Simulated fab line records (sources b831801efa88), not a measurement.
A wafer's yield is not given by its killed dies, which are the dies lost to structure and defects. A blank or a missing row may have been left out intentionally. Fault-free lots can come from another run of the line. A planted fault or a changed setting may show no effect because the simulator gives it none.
Chamber matching | flow sky130 | 4 sister chambers for SKY_VIA2_CMP_02 on cmp-01
The step polishes SiO2. 4 wafers are shown with their chamber, then 8 later ones without.

WAFERS WITH THEIR CHAMBER
wafer  | chamber | motorCurrentA (A)
L649.3 | 2       | 11.2
L651.2 | 3       | 12.4
L651.4 | 0       | 13.7
L652.2 | 1       | 11.2

WAFERS WITH NO CHAMBER GIVEN
wafer  | motorCurrentA (A)
L652.3 | 10.7
L652.6 | 11.1
L654.1 | 13.2
L654.2 | 11.1
L654.5 | 10.9
L656.3 | 12.6
L656.4 | 11.6
L656.6 | 13.2

EACH ONE'S CHAMBER
wafer  | from the rows above          | in truth
L652.3 | can't be placed: 1 or 2      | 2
L652.6 | can't be placed: 1 or 2      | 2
L654.1 | can't be placed: 0 or 3      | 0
L654.2 | can't be placed: 1 or 2      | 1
L654.5 | can't be placed: 1 or 2      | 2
L656.3 | 3                            | 3
L656.4 | can't be placed: 1 or 2 or 3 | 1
L656.6 | can't be placed: 0 or 3      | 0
Correctly placed: 1 of 8. Cannot be placed on the basis of these rows: 7; the candidates contain the true chamber in 7. Placed wrongly: 0.
How it was worked out, from the rows above alone: a wafer's distance from a chamber is the root of the sum, over the readings, of the square of ((its reading less the chamber's mean) divided by the reading's scatter). The wafer belongs to the nearest chamber; if the next one is less than 2 further off, it can't be placed. For every chamber, the mean is computed from those of its wafers that are shown. The scatter: with one shown wafer a chamber, the root of the mean of the squares of how far each hidden wafer lies from its nearest shown one.
